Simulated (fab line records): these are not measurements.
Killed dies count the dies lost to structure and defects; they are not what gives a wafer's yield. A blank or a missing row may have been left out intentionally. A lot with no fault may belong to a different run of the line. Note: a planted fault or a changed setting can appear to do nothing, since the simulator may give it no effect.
Which tool was responsible? + flow gf180mcu + 24 lots, 72 wafers sampled, at 4 steps of a route of 602

== WHAT THE GAUGES READ, wafer by wafer ==
GF_V1_CD_MEAS_14: the cd target is 260 nm.
| lot  | measured     | on        | cd-nm (nm)        |
|------|--------------|-----------|-------------------|
| L074 | day 18 05:50 | cd-sem-01 | 260.5 261.9 259.5 |
| L075 | day 18 16:58 | cd-sem-02 | 261.3 260.7 259.0 |
| L076 | day 18 18:38 | cd-sem-01 | 259.2 260.5 260.9 |
| L077 | day 19 04:17 | cd-sem-01 | 258.3 258.1 258.6 |
| L078 | day 19 16:40 | cd-sem-02 | 259.2 259.1 259.9 |
| L079 | day 20 03:38 | cd-sem-01 | 256.5 256.7 256.5 |
| L080 | day 20 12:25 | cd-sem-02 | 259.0 259.9 259.7 |
| L081 | day 20 18:59 | cd-sem-02 | 259.4 260.2 259.1 |
| L082 | day 21 07:55 | cd-sem-01 | 259.8 261.2 259.8 |
| L083 | day 21 13:49 | cd-sem-02 | 260.4 260.3 261.5 |
| L084 | day 21 22:32 | cd-sem-01 | 259.4 259.6 259.4 |
| L085 | day 22 03:04 | cd-sem-02 | 262.4 260.0 261.2 |
| L086 | day 22 17:05 | cd-sem-01 | 258.7 260.8 261.0 |
| L087 | day 22 19:02 | cd-sem-01 | 259.3 260.3 259.8 |
| L088 | day 23 16:03 | cd-sem-02 | 259.0 258.6 259.2 |
| L089 | day 23 17:32 | cd-sem-02 | 260.1 260.5 260.5 |
| L090 | day 24 01:14 | cd-sem-01 | 262.1 261.8 261.6 |
| L091 | day 24 05:00 | cd-sem-02 | 257.7 258.7 258.4 |
| L092 | day 24 10:44 | cd-sem-01 | 259.6 260.3 259.5 |
| L093 | day 24 20:18 | cd-sem-01 | 261.1 260.1 259.8 |
| L094 | day 25 06:20 | cd-sem-02 | 261.1 261.3 260.8 |
| L095 | day 25 12:35 | cd-sem-01 | 261.6 261.7 261.9 |
| L096 | day 25 15:43 | cd-sem-01 | 259.1 258.8 260.2 |
| L097 | day 26 00:37 | cd-sem-01 | 258.7 259.9 259.2 |

== EACH LOT AND THE TOOL THAT RAN IT (in order: tool; ch and the chambers of the sampled wafers; start) ==
| lot  | GF_MVPSD_STRIP_10                    | GF_CONTACT_CMP_04             | GF_CONTACT_CMP_27             |
|------|--------------------------------------|-------------------------------|-------------------------------|
| L074 | plasma-asher-02 ch 0,1, day 5 01:46  | cmp-01 ch 0,1,3, day 15 08:00 | cmp-01 ch 0,2,3, day 16 07:35 |
| L075 | plasma-asher-02 ch 0,1, day 5 07:56  | cmp-01 ch 0,3, day 15 17:37   | cmp-01 ch 0,1, day 16 17:17   |
| L076 | plasma-asher-02 ch 0,1, day 5 13:01  | cmp-02 ch 1,2,3, day 15 18:56 | cmp-02 ch 0,3, day 16 18:47   |
| L077 | plasma-asher-02 ch 0,1, day 5 18:58  | cmp-01 ch 0,1,3, day 16 03:35 | cmp-02 ch 0,2,3, day 17 03:38 |
| L078 | plasma-asher-03 ch 0, day 6 02:05    | cmp-02 ch 2,3, day 16 14:59   | cmp-01 ch 0,1,2, day 17 14:32 |
| L079 | plasma-asher-01 ch 0, day 6 07:53    | cmp-01 ch 0,2, day 17 02:04   | cmp-01 ch 1,2,3, day 18 02:29 |
| L080 | plasma-asher-01 ch 0, day 6 13:14    | cmp-02 ch 1,3, day 17 10:40   | cmp-02 ch 1,2,3, day 18 11:17 |
| L081 | plasma-asher-01 ch 0,1, day 6 20:41  | cmp-01 ch 0,1,3, day 17 16:46 | cmp-02 ch 0,3, day 18 17:32   |
| L082 | plasma-asher-02 ch 0,1, day 7 02:37  | cmp-02 ch 0,2, day 18 05:17   | cmp-02 ch 0,3, day 19 06:35   |
| L083 | plasma-asher-02 ch 0,1, day 7 08:56  | cmp-02 ch 0,1,3, day 18 11:47 | cmp-01 ch 2,3, day 19 13:10   |
| L084 | plasma-asher-01 ch 0,1, day 7 15:40  | cmp-01 ch 1,2, day 18 20:31   | cmp-01 ch 1,2,3, day 19 21:53 |
| L085 | plasma-asher-01 ch 0,1, day 7 18:58  | cmp-01 ch 1,2,3, day 19 00:35 | cmp-02 ch 0,2,3, day 20 02:01 |
| L086 | plasma-asher-01 ch 0,1, day 8 03:31  | cmp-02 ch 1,2,3, day 19 14:11 | cmp-01 ch 0,3, day 20 15:20   |
| L087 | plasma-asher-02 ch 0,1, day 8 05:52  | cmp-01 ch 0,2,3, day 19 17:35 | cmp-02 ch 0,1,3, day 20 18:38 |
| L088 | plasma-asher-02 ch 0,1, day 8 14:52  | cmp-02 ch 1,3, day 20 14:37   | cmp-02 ch 0,1,2, day 21 15:53 |
| L089 | plasma-asher-03 ch 0,1, day 8 18:49  | cmp-02 ch 0,2,3, day 20 16:14 | cmp-02 ch 0,3, day 21 17:23   |
| L090 | plasma-asher-02 ch 0,1, day 9 01:22  | cmp-02 ch 2,3, day 21 01:14   | cmp-01 ch 1,2,3, day 22 02:17 |
| L091 | plasma-asher-02 ch 0,1, day 9 05:28  | cmp-02 ch 0,1,3, day 21 05:03 | cmp-02 ch 0,1,2, day 22 06:26 |
| L092 | plasma-asher-03 ch 0,1, day 9 10:37  | cmp-02 ch 0,2,3, day 21 11:05 | cmp-02 ch 0,1,3, day 22 11:39 |
| L093 | plasma-asher-02 ch 0,1, day 9 16:28  | cmp-02 ch 1,2, day 21 20:47   | cmp-02 ch 2,3, day 22 20:49   |
| L094 | plasma-asher-01 ch 0,1, day 9 23:32  | cmp-02 ch 0,2,3, day 22 08:11 | cmp-01 ch 0,1,3, day 23 08:45 |
| L095 | plasma-asher-03 ch 0,1, day 10 05:37 | cmp-01 ch 2,3, day 22 13:48   | cmp-02 ch 2,3, day 23 13:11   |
| L096 | plasma-asher-03 ch 0,1, day 10 10:31 | cmp-02 ch 1,2,3, day 22 18:44 | cmp-01 ch 0,1,3, day 23 18:53 |
| L097 | plasma-asher-01 ch 0,1, day 10 18:49 | cmp-02 ch 0,1,3, day 23 04:47 | cmp-01 ch 0,1,2, day 24 03:53 |
- GF_MVPSD_STRIP_10: strips in O2/N2.
- GF_CONTACT_CMP_04: polishes SiO2.
- GF_CONTACT_CMP_27: polishes, stops on SiO2, t overpolish 15 s, target thk 0 nm.

== AS READ BY THE TOOLS THEMSELVES (means over the sampled wafers that have a number; for cases with no such wafer, the mark the record gives instead) ==
GF_MVPSD_STRIP_10.
| lot  | tool            | drypump-motor-current-A (A) | heater-power-w (W) | o2-flow-sccm (sccm) | oes-product-au (a.u.) | strip-time-to-endpoint-s (s) |
|------|-----------------|-----------------------------|--------------------|---------------------|-----------------------|------------------------------|
| L074 | plasma-asher-02 | 5.7                         | 302                | 2989                | 0.725                 | 36.89                        |
| L075 | plasma-asher-02 | 5.7                         | 300                | 2999                | 0.725                 | 36.84                        |
| L076 | plasma-asher-02 | 5.3                         | 299                | 2997                | 0.723                 | 36.85                        |
| L077 | plasma-asher-02 | 5.7                         | 302                | 2992                | 0.723                 | 36.93                        |
| L078 | plasma-asher-03 | 5.6                         | 285                | 3004                | 0.725                 | 36.92                        |
| L079 | plasma-asher-01 | 5.3                         | 311                | 3008                | 0.725                 | 36.83                        |
| L080 | plasma-asher-01 | 5.3                         | 316                | 2985                | 0.720                 | 36.97                        |
| L081 | plasma-asher-01 | 5.4                         | 335                | 2996                | 0.724                 | 36.91                        |
| L082 | plasma-asher-02 | 5.7                         | 296                | 3003                | 0.723                 | 37.12                        |
| L083 | plasma-asher-02 | 5.3                         | 295                | 3005                | 0.723                 | 36.93                        |
| L084 | plasma-asher-01 | 5.4                         | 328                | 2999                | 0.719                 | 36.93                        |
| L085 | plasma-asher-01 | 5.4                         | 330                | 2999                | 0.723                 | 36.93                        |
| L086 | plasma-asher-01 | 5.4                         | 327                | 2997                | 0.724                 | 36.94                        |
| L087 | plasma-asher-02 | 5.7                         | 301                | 3001                | 0.725                 | 36.85                        |
| L088 | plasma-asher-02 | 5.7                         | 299                | 3005                | 0.716                 | 37.01                        |
| L089 | plasma-asher-03 | 5.8                         | 292                | 3002                | 0.722                 | 37.01                        |
| L090 | plasma-asher-02 | 5.3                         | 294                | 3006                | 0.726                 | 36.72                        |
| L091 | plasma-asher-02 | 5.7                         | 301                | 3011                | 0.723                 | 36.98                        |
| L092 | plasma-asher-03 | 5.9                         | 292                | 3002                | 0.720                 | 36.94                        |
| L093 | plasma-asher-02 | 5.3                         | 294                | 3010                | 0.723                 | 36.97                        |
| L094 | plasma-asher-01 | 5.6                         | 350                | 3001                | 0.726                 | 37.04                        |
| L095 | plasma-asher-03 | 6.0                         | 298                | 3004                | 0.726                 | 36.87                        |
| L096 | plasma-asher-03 | 5.8                         | 297                | 3005                | 0.725                 | 36.81                        |
| L097 | plasma-asher-01 | 5.6                         | 339                | 2998                | 0.721                 | 36.88                        |

GF_CONTACT_CMP_04.
| lot  | tool   | motor-current-A (A) | retaining-ring-pressure-frac | time-to-endpoint-s (s) |
|------|--------|---------------------|------------------------------|------------------------|
| L074 | cmp-01 | 12.2                | 1.002                        | 109                    |
| L075 | cmp-01 | 12.3                | 0.999                        | 115                    |
| L076 | cmp-02 | 12.2                | 0.999                        | 106                    |
| L077 | cmp-01 | 12.1                | 1.005                        | 105                    |
| L078 | cmp-02 | 12.4                | 0.994                        | 108                    |
| L079 | cmp-01 | 12.0                | 1.001                        | 112                    |
| L080 | cmp-02 | 12.3                | 1.002                        | 112                    |
| L081 | cmp-01 | 12.3                | 0.998                        | 106                    |
| L082 | cmp-02 | 12.2                | 0.997                        | 113                    |
| L083 | cmp-02 | 11.8                | 1.000                        | 107                    |
| L084 | cmp-01 | 12.5                | 1.000                        | 107                    |
| L085 | cmp-01 | 12.6                | 0.995                        | 108                    |
| L086 | cmp-02 | 12.3                | 0.997                        | 109                    |
| L087 | cmp-01 | 12.3                | 0.993                        | 113                    |
| L088 | cmp-02 | 11.5                | 1.002                        | 110                    |
| L089 | cmp-02 | 12.4                | 1.000                        | 102                    |
| L090 | cmp-02 | 12.7                | 1.000                        | 104                    |
| L091 | cmp-02 | 11.9                | 0.996                        | 111                    |
| L092 | cmp-02 | 12.9                | 0.999                        | 105                    |
| L093 | cmp-02 | 11.3                | 1.000                        | 107                    |
| L094 | cmp-02 | 12.5                | 1.004                        | 112                    |
| L095 | cmp-01 | 12.7                | 0.995                        | 115                    |
| L096 | cmp-02 | 12.1                | 1.000                        | 109                    |
| L097 | cmp-02 | 12.0                | 1.003                        | 114                    |

GF_CONTACT_CMP_27.
| lot  | tool   | motor-current-A (A) | overpolish-run-s (s) | retaining-ring-pressure-frac | time-to-endpoint-s (s) |
|------|--------|---------------------|----------------------|------------------------------|------------------------|
| L074 | cmp-01 | 11.4                | 14.996               | 1.001                        | 73.9                   |
| L075 | cmp-01 | 10.7                | 14.998               | 0.999                        | 73.6                   |
| L076 | cmp-02 | 10.9                | 15.004               | 0.995                        | 72.9                   |
| L077 | cmp-02 | 11.0                | 14.999               | 0.999                        | 76.9                   |
| L078 | cmp-01 | 11.2                | 15.003               | 1.000                        | 70.6                   |
| L079 | cmp-01 | 11.8                | 15.006               | 1.000                        | 71.8                   |
| L080 | cmp-02 | 11.2                | 15.003               | 0.995                        | 74.5                   |
| L081 | cmp-02 | 11.6                | 14.999               | 1.000                        | 69.1                   |
| L082 | cmp-02 | 11.3                | 14.997               | 0.997                        | 71.2                   |
| L083 | cmp-01 | 11.6                | 15.003               | 1.002                        | 72.7                   |
| L084 | cmp-01 | 11.6                | 15.004               | 1.001                        | 73.7                   |
| L085 | cmp-02 | 11.4                | 14.998               | 0.997                        | 72.8                   |
| L086 | cmp-01 | 11.4                | 14.997               | 0.999                        | 72.1                   |
| L087 | cmp-02 | 10.5                | 14.997               | 0.997                        | 69.3                   |
| L088 | cmp-02 | 10.7                | 15.002               | 1.002                        | 73.2                   |
| L089 | cmp-02 | 11.7                | 14.989               | 0.998                        | 74.4                   |
| L090 | cmp-01 | 11.3                | 15.009               | 1.000                        | 68.7                   |
| L091 | cmp-02 | 10.7                | 15.001               | 1.002                        | 70.3                   |
| L092 | cmp-02 | 10.7                | 14.993               | 1.000                        | 68.7                   |
| L093 | cmp-02 | 11.9                | 14.995               | 0.998                        | 73.4                   |
| L094 | cmp-01 | 11.4                | 15.002               | 0.997                        | 70.8                   |
| L095 | cmp-02 | 11.7                | 14.997               | 0.994                        | 72.2                   |
| L096 | cmp-01 | 11.4                | 15.000               | 1.005                        | 71.0                   |
| L097 | cmp-01 | 11.2                | 15.008               | 1.000                        | 69.2                   |

== THE ANSWER, worked out from the rows above alone ==
Rule: usual is defined by the lots themselves. The widest of any qualifying gaps counts: lots, ordered by their means at a reading, are off when they make up no more than a third of the lots, leave a main group of 4 or more, and stand apart from it by 3 or more times the standard deviation of that group's means. The tables above print the reading to a certain number of digits; a main group whose means all agree to those digits is not used. A lot without any number at a reading at which 4 lots or more have one is off too. Where the step has rows for the other lots, those lots are counted as sound. First the gauges in route order, then the tools' own readings, where a lot's mean is used as printed above. The first step at which some lot is off is used, and at that step the reading that is off furthest; a lot without a number counts as furthest.
No lot is off at any reading shown: from this, nothing can be told.

== WHAT WAS PUT IN BY THE SIMULATOR ==
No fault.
